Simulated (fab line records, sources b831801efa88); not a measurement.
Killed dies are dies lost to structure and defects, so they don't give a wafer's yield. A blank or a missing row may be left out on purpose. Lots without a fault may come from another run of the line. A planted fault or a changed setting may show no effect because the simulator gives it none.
Which tool did it? | flow sfq_line | 14 lots, 42 wafers sampled, at 4 steps of a route of 325

WHAT THE GAUGES READ, wafer by wafer
SFQ_I7_OVL_MEAS_947.
lot  | measured     | on         | I7_OVL (nm)
L278 | day 68 23:34 | overlay-01 | 6 -2 0
L280 | day 69 21:55 | overlay-02 | 7 9 8
L282 | day 70 13:43 | overlay-01 | 6 -4 -1
L285 | day 74 21:21 | overlay-01 | 3 -2 -4
L286 | day 74 22:34 | overlay-01 | -2 2 -4
L291 | day 79 11:52 | overlay-01 | 3 4 4
L292 | day 79 13:04 | overlay-01 | 1 1 0
L293 | day 79 17:52 | overlay-01 | -5 -4 -11
L294 | day 80 04:23 | overlay-01 | -8 -3 0
L295 | day 80 15:00 | overlay-01 | 9 8 12
L296 | day 80 18:40 | overlay-01 | 10 -2 0
L297 | day 80 22:12 | overlay-01 | -4 -4 -7
L298 | day 81 00:35 | overlay-01 | 2 3 9
L299 | day 81 03:10 | overlay-01 | -5 0 -4

WHICH TOOL RAN EACH LOT (tool, then ch and the chambers of the sampled wafers, then the start)
lot  | SFQ_TRILAYER_I4_DEP_PECVD_099   | SFQ_TRILAYER_R5_STRIP_STRIP_140   | SFQ_TRILAYER_M7_STRIP_STRIP_181
L278 | pecvd-03 ch 0,1,2, day 34 09:50 | rie_metal-04 ch 0,1, day 53 01:36 | rie_metal-02 ch 0,1, day 68 09:35
L280 | pecvd-03 ch 1,2, day 34 17:31   | rie_metal-02 ch 0,1, day 53 18:24 | rie_metal-01 ch 0, day 69 08:34
L282 | pecvd-01 ch 0,1,2, day 35 23:10 | rie_metal-01 ch 0,1, day 54 14:45 | rie_metal-02 ch 0,1, day 69 23:20
L285 | pecvd-03 ch 0,2, day 37 20:22   | rie_metal-01 ch 0,1, day 61 10:29 | rie_metal-03 ch 0,1, day 71 15:07
L286 | pecvd-03 ch 0,2, day 38 01:22   | rie_metal-02 ch 0,1, day 61 11:51 | rie_metal-02 ch 0,1, day 71 17:34
L291 | pecvd-01 ch 0,1, day 45 09:17   | rie_metal-01 ch 0,1, day 63 09:10 | rie_metal-01 ch 0,1, day 79 04:26
L292 | pecvd-03 ch 0,1, day 46 01:04   | rie_metal-04 ch 0,1, day 63 15:14 | rie_metal-03 ch 0,1, day 79 05:50
L293 | pecvd-04 ch 1,2, day 46 05:54   | rie_metal-02 ch 0,1, day 63 16:26 | rie_metal-01 ch 0,1, day 79 09:26
L294 | pecvd-03 ch 0,2, day 46 17:41   | rie_metal-01 ch 0,1, day 63 22:14 | rie_metal-01 ch 0,1, day 79 14:28
L295 | pecvd-03 ch 0,1, day 47 02:05   | rie_metal-02 ch 0,1, day 64 09:09 | rie_metal-01 ch 0,1, day 80 03:25
L296 | pecvd-04 ch 0,2, day 47 12:53   | rie_metal-01 ch 0,1, day 64 11:45 | rie_metal-01 ch 0,1, day 80 06:01
L297 | pecvd-03 ch 0,1,2, day 47 17:41 | rie_metal-02 ch 0,1, day 64 16:21 | rie_metal-01 ch 1, day 80 08:13
L298 | pecvd-01 ch 1,2, day 47 21:17   | rie_metal-01 ch 0,1, day 64 17:33 | rie_metal-03 ch 0,1, day 80 09:25
L299 | pecvd-01 ch 0,1, day 48 02:05   | rie_metal-02 ch 0, day 64 22:35   | rie_metal-01 ch 0,1, day 80 10:37
- SFQ_TRILAYER_I4_DEP_PECVD_099: deposits SiO2 from SiH4/N2O, time 111.11 s, target thk 500 nm.
- SFQ_TRILAYER_R5_STRIP_STRIP_140: strips in O2.
- SFQ_TRILAYER_M7_STRIP_STRIP_181: strips in O2.

WHAT THE TOOLS THEMSELVES READ (means of the sampled wafers that have a number; where no wafer has one, the mark that the record gives instead)
SFQ_TRILAYER_I4_DEP_PECVD_099.
lot  | tool     | heater_power_w (W) | rf_fwd_power_W (W) | run_length_s (s) | throttle_valve_pct (%)
L278 | pecvd-03 | 77                 | 182.3              | 138.87           | 25.8
L280 | pecvd-03 | 81                 | 182.5              | 138.55           | 26.0
L282 | pecvd-01 | 82                 | 182.7              | 138.94           | 24.0
L285 | pecvd-03 | 77                 | -                  | 134.74           | 26.5
L286 | pecvd-03 | 81                 | -                  | 134.90           | 26.2
L291 | pecvd-01 | 84                 | 182.4              | 138.87           | 24.3
L292 | pecvd-03 | 81                 | 181.8              | 138.98           | 23.3
L293 | pecvd-04 | 84                 | 182.2              | 138.90           | 25.1
L294 | pecvd-03 | 84                 | 181.9              | 138.96           | 23.7
L295 | pecvd-03 | 83                 | 182.6              | 138.96           | 23.7
L296 | pecvd-04 | 72                 | 181.7              | 138.67           | 25.3
L297 | pecvd-03 | 88                 | 181.9              | 138.71           | 23.8
L298 | pecvd-01 | 79                 | 183.0              | 138.89           | 24.7
L299 | pecvd-01 | 76                 | 182.1              | 138.99           | 24.3

SFQ_TRILAYER_R5_STRIP_STRIP_140.
lot  | tool         | drypump_motor_current_A (A) | oes_product_au (a.u.)
L278 | rie_metal-04 | 5.32                        | 1.000
L280 | rie_metal-02 | 5.29                        | 0.995
L282 | rie_metal-01 | 5.48                        | 1.000
L285 | rie_metal-01 | 5.35                        | 1.000
L286 | rie_metal-02 | 5.27                        | 0.994
L291 | rie_metal-01 | 5.35                        | 0.998
L292 | rie_metal-04 | 5.17                        | 0.990
L293 | rie_metal-02 | 5.28                        | 1.005
L294 | rie_metal-01 | 5.33                        | 1.004
L295 | rie_metal-02 | 5.28                        | 0.993
L296 | rie_metal-01 | 5.34                        | 0.998
L297 | rie_metal-02 | 5.28                        | 0.997
L298 | rie_metal-01 | 5.47                        | 1.001
L299 | rie_metal-02 | 5.28                        | 0.996

SFQ_TRILAYER_M7_STRIP_STRIP_181.
lot  | tool         | drypump_motor_current_A (A) | oes_product_au (a.u.)
L278 | rie_metal-02 | 5.27                        | 1.000
L280 | rie_metal-01 | 5.22                        | 1.005
L282 | rie_metal-02 | 5.27                        | 0.994
L285 | rie_metal-03 | 5.42                        | 1.010
L286 | rie_metal-02 | 5.27                        | 1.000
L291 | rie_metal-01 | 5.34                        | 1.003
L292 | rie_metal-03 | 5.09                        | 1.002
L293 | rie_metal-01 | 5.47                        | 1.001
L294 | rie_metal-01 | 5.34                        | 0.996
L295 | rie_metal-01 | 5.33                        | 1.000
L296 | rie_metal-01 | 5.33                        | 0.999
L297 | rie_metal-01 | 5.60                        | 0.994
L298 | rie_metal-03 | 5.09                        | 1.018
L299 | rie_metal-01 | 5.47                        | 1.007

THE ANSWER, worked out from the rows above alone
Rule: what is usual is taken from the lots themselves. Put in order of their means at a reading, lots are off if they are a third of the lots or fewer, leave a main group of 4 or more, and stand apart from it by a gap of 3 or more times the standard deviation of the main group's means; of several such gaps the widest counts. A main group whose means are all the same, to the digits that the tables above print for the reading, isn't used. A lot without any number at a reading at which 4 lots or more have one is off too. The other lots that the step has rows for count as sound. The gauges are gone through in route order, then the tools' own readings, and for those a lot's mean is taken as printed above. The first step at which some lot is off is used, and at that step the reading that is off furthest; a lot without a number counts as furthest.
Off: L285, L286, at SFQ_TRILAYER_I4_DEP_PECVD_099 (rf_fwd_power_W). Without a number there: L285, L286. The main group: mean 182.3 W, standard deviation 0.38.
A tool fits if, at that step or a process step before it, it ran every lot that is off, and no sound lot after the first of them. None of those tried fits.

WHAT THE SIMULATOR HAD PUT IN
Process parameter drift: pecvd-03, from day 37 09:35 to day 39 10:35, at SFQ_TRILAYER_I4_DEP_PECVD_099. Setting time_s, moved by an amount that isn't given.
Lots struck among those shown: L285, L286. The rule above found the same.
